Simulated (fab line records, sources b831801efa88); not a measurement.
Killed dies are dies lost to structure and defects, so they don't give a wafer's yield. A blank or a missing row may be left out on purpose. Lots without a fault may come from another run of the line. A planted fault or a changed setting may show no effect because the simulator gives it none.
A struck lot beside a sound one | flow sky130 | 16 steps out of a route of 708
Sound: wafers L907.2, L907.3, L907.5. Struck: wafers L915.2, L915.3, L915.6. The cause comes at the end.
At each step with rows: each side's tool, then ch and its chambers, then its first start. Under that, the readings that differ: sound wafers | struck wafers | difference of the means | sigmas: that difference in standard deviations of wafers without a fault.
alike: readings whose means differ by less than 2 such deviations, and words and numbers that are the same on both sides. not compared: withheld readings, readings that some wafer has no value for, bounds like >300 that may hide the same value, and numbers for which the record gives no deviation and whose values overlap.
The two part at a step that has a row with sigmas, a row that says differs or no value, or rows on one side only. Numbers that don't overlap but have no deviation are shown without sigmas and don't part them. A reading that every wafer of one side lacks parts them only if that side has two wafers or more.

SKY_CAPM_THK_MEAS_01:
  sound on film_metro-03, day 39 05:35; struck on film_metro-04, day 41 11:41
  alike: CAPM_CVD_00_THK
SKY_CAPM_SPUTTER_02: material TiN, target thk 200 nm, time 166.7 s.
  sound on pvd_sputter-01, day 39 05:38; struck on pvd_sputter-02, day 41 11:44
  alike: susceptor_temp_C, throttle_valve_pct
SKY_CAPM_RS_MEAS_03: measures by four-point-probe.
  sound on film_metro-04, day 39 05:45; struck on film_metro-02, day 41 11:52
  alike: CAPM_TIN_RS
SKY_CAPM_THK_MEAS_04: measures by xrf.
  sound on film_metro-04, day 39 05:52; struck on film_metro-02, day 41 11:59
  alike: CAPM_TIN_THK
then, 7 steps without rows for these wafers: SKY_CAPM_DEHYDRATE_05 (time 60 s); SKY_CAPM_HMDS_06 (prime time 60 s); SKY_CAPM_COAT_07 (resist thk 1140 nm); SKY_CAPM_SOFTBAKE_08 (time 60 s); SKY_CAPM_EXPOSE_09 (exposes mask CAPM, target cd 1000 nm); SKY_CAPM_PEB_10; SKY_CAPM_DEVELOP_11 (develop time 60 s).
SKY_CAPM_OVL_MEAS_12:
  sound on overlay-02, day 40 06:12; struck on overlay-02, day 42 11:17
  alike: CAPM_OVL
SKY_CAPM_METAL_ETCH_13: etches TiN in Cl2/BCl3, stops on SiO2, target depth 220 nm, time 62.9 s.
  sound on rie_metal-04 ch 1, day 40 06:14; struck on rie_metal-01 ch 0,1, day 42 11:19
  no value came back on the struck wafers for any of 6 readings (bcl3_flow_sccm (sccm), bias_w (W) and others); on the sound wafers bcl3_flow_sccm (sccm) reads 29.90 30.03 30.01
  reading                                   | sound           | struck         | difference | sigmas
  model.NOVOLAK_of_CAPM_COAT_07.thk_nm (nm) | 1001 998.6 1002 | 1142 1138 1141 | +140       |
  not compared: rf_hours_counter_h
SKY_CAPM_STRIP_14: strips in O2/N2.
  sound on plasma_asher-03 ch 0,1, day 40 06:18; struck on plasma_asher-01 ch 0,1, day 42 11:24
  reading                      | sound             | struck            | difference | sigmas
  strip_time_to_endpoint_s (s) | 12.75 12.72 12.76 | 14.21 14.16 14.20 | +1.45      | +33
  alike: chamber_pressure_mTorr, drypump_motor_current_A, o2_flow_sccm, oes_product_au
  not compared: rf_hours_counter_h
then, 1 step without rows for these wafers: SKY_CAPM_STRIP_15 (strips in post etch residue remover, time 1200 s).
-- the record jumps here: 7 days lie between the struck wafers' starts before and after (it left off in module CAPM and takes up again in module PAD_OPEN, whose first step shown is number 708 of the route) --
SKY_PAD_OPEN_PROBE_99:
  sound on prober-02, day 48 01:44; struck on prober-02, day 49 18:59
  reading                  | sound          | struck         | difference | sigmas
  defect_limited_yield (%) | 83.9 81.7 83.1 | 0 0 0          | -83        | -38
  killed_at_other          | 0 0 1          | 394 399 424    | +405       | +99 or more
  killed_dies              | 79 90 83       | 492 492 492    | +408       | +37
  killed_on_rim            | 14 16 16       | 96 96 96       | +81        | +19
  sort_bin_5_function (%)  | 10.4 9.6 9.6   | 92.9 91.1 94.7 | +83.0      | +52
  sort_n_pass              | 413 402 409    | 0 0 0          | -408       | -37
  sort_yield_pct (%)       | 83.9 81.7 83.1 | 0 0 0          | -83        | -38
  alike: killed_at_M0_to_M3, killed_at_M4_up, killed_at_contacts, killed_at_front_end, killed_open, killed_short, sort_bin_3_pad_short, sort_bin_6_memory

WHERE THEY PART
First at SKY_CAPM_METAL_ETCH_13; last, within this record, at SKY_PAD_OPEN_PROBE_99.

WHY: what the simulator had put in
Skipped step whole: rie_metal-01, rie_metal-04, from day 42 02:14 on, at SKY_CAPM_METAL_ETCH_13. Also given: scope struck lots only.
